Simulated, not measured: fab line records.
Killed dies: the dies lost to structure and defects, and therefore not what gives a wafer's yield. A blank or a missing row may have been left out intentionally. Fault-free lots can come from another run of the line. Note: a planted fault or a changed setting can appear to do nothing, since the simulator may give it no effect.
Which of the tools did it? + flow gf180mcu + 39 wafers from 13 lots sampled at 4 of the route's 602 steps

== WHAT THE GAUGES SHOWED, per wafer ==
GF_DNWELL_TW_MEAS_09. Usual: DNWELL_TW typically reads 1352, with standard deviation 11.
| lot  | measured    | on           | DNWELL_TW      | flag |
|------|-------------|--------------|----------------|------|
| L996 | day 2 21:16 | filmMetro-03 | 1355 1355 1349 |      |
| L997 | day 3 02:37 | filmMetro-04 | 1359 1364 1358 |      |
| L999 | day 3 10:31 | filmMetro-04 | 1352 1359 1353 |      |
| L100 | day 3 17:31 | filmMetro-04 | 1372 1365 1373 |      |
| L101 | day 3 20:37 | filmMetro-04 | 1368 1357 1366 |      |
| L102 | day 4 04:43 | filmMetro-03 | 1346 1345 1341 |      |
| L103 | day 4 08:43 | filmMetro-02 | 1362 1363 1360 |      |
| L110 | day 5 23:44 | filmMetro-03 | 1349 1350 1347 |      |
| L112 | day 6 10:52 | filmMetro-04 | 1363 1363 1357 |      |
| L115 | day 7 07:04 | filmMetro-02 | 1342 1345 1334 |      |
| L116 | day 7 10:17 | filmMetro-02 | 1333 1343 1343 |      |
| L117 | day 7 15:58 | filmMetro-04 | 1352 1356 1356 |      |
| L119 | day 7 20:38 | filmMetro-02 | 1341 1343 1345 |      |

GF_MVPSD_OVL_MEAS_07. Usual: MVPSD_OVL typically reads 0.4 nm, with standard deviation 1.6.
| lot  | measured     | on         | MVPSD_OVL (nm) | flag |
|------|--------------|------------|----------------|------|
| L996 | day 5 03:22  | overlay-02 | 2.3 -0.3 -0.7  |      |
| L997 | day 5 08:28  | overlay-01 | -0.7 -2.4 -0.6 |      |
| L999 | day 5 18:34  | overlay-01 | 0.2 1.1 -0.3   |      |
| L100 | day 6 00:22  | overlay-01 | -1.5 -1.2 -0.1 |      |
| L101 | day 6 02:31  | overlay-02 | 2.3 0.8 2.7    |      |
| L102 | day 6 11:23  | overlay-02 | -1.4 -0.6 2.4  |      |
| L103 | day 6 17:40  | overlay-02 | -0.6 -1.6 -1.9 |      |
| L110 | day 8 12:19  | overlay-01 | 2.2 0.6 -0.8   |      |
| L112 | day 9 03:52  | overlay-01 | 0.3 1.4 2.2    |      |
| L115 | day 10 04:43 | overlay-02 | -3.0 0.2 -1.0  |      |
| L116 | day 10 07:42 | overlay-01 | 3.2 1.6 0.4    |      |
| L117 | day 10 14:40 | overlay-02 | 0.2 0.7 -1.2   |      |
| L119 | day 10 18:28 | overlay-02 | 0.2 3.0 0.7    |      |

GF_MVPSD_TW_MEAS_11. Usual: MVPSD_TW typically reads 552.5, with standard deviation 2.9.
| lot  | measured     | on           | MVPSD_TW          | flag |
|------|--------------|--------------|-------------------|------|
| L996 | day 5 03:48  | filmMetro-01 | 552.1 554.3 552.9 |      |
| L997 | day 5 08:55  | filmMetro-01 | 550.0 557.3 552.5 |      |
| L999 | day 5 19:00  | filmMetro-01 | 549.9 552.7 554.2 |      |
| L100 | day 6 00:48  | filmMetro-03 | 550.3 547.5 550.4 |      |
| L101 | day 6 02:59  | filmMetro-03 | 553.8 553.2 549.6 |      |
| L102 | day 6 11:49  | filmMetro-01 | 556.9 556.8 557.3 |      |
| L103 | day 6 18:05  | filmMetro-02 | 549.8 550.7 552.7 |      |
| L110 | day 8 12:44  | filmMetro-03 | 552.1 554.3 553.3 |      |
| L112 | day 9 04:18  | filmMetro-03 | 549.9 549.4 548.1 |      |
| L115 | day 10 05:09 | filmMetro-03 | 548.2 553.0 548.8 |      |
| L116 | day 10 08:08 | filmMetro-01 | 555.8 556.0 555.9 |      |
| L117 | day 10 15:05 | filmMetro-03 | 548.7 553.2 548.5 |      |
| L119 | day 10 18:54 | filmMetro-03 | 550.1 549.4 549.3 |      |

== WHICH TOOL RAN EACH LOT (tool, then ch and the chambers of the sampled wafers, then the start) ==
| lot  | GF_MVPSD_EXPOSE_04                 |
|------|------------------------------------|
| L996 | ilineStepper-01 ch 0, day 4 20:40  |
| L997 | ilineStepper-01 ch 0, day 5 01:38  |
| L999 | ilineStepper-01 ch 0, day 5 11:49  |
| L100 | ilineStepper-01 ch 0, day 5 17:38  |
| L101 | ilineStepper-01 ch 0, day 5 19:47  |
| L102 | ilineStepper-01 ch 0, day 6 04:56  |
| L103 | ilineStepper-01 ch 0, day 6 10:16  |
| L110 | ilineStepper-01 ch 0, day 8 04:23  |
| L112 | ilineStepper-01 ch 0, day 8 19:12  |
| L115 | ilineStepper-01 ch 0, day 9 20:06  |
| L116 | ilineStepper-02 ch 0, day 9 22:34  |
| L117 | ilineStepper-01 ch 0, day 10 05:35 |
| L119 | ilineStepper-01 ch 0, day 10 09:14 |
- GF_MVPSD_EXPOSE_04: exposes mask MVPSD, target cd 1000 nm.

== AS READ BY THE TOOLS THEMSELVES (means over the sampled wafers that have a number; for cases with no such wafer, the mark the record gives instead) ==
The record holds no such reading with a usual standard deviation.

== THE ANSWER, worked out from the rows above alone ==
Rule: take the mean of a lot's wafers that have a number; if it is more than 3 standard deviations from the usual mean, the lot is off. Also off: a lot with no number at a reading for which 4 or more lots have one. All remaining lots with rows at the step are treated as sound. After the gauges, taken in route order, come the tools' own readings; for these a lot's mean is taken, as printed above. The first step at which some lot is off is used, and at that step the reading that is off furthest; a lot without a number counts as furthest.
Across all readings shown, no lot is off: no conclusion can be drawn from this.

== WHAT THE SIMULATOR HAD INSERTED ==
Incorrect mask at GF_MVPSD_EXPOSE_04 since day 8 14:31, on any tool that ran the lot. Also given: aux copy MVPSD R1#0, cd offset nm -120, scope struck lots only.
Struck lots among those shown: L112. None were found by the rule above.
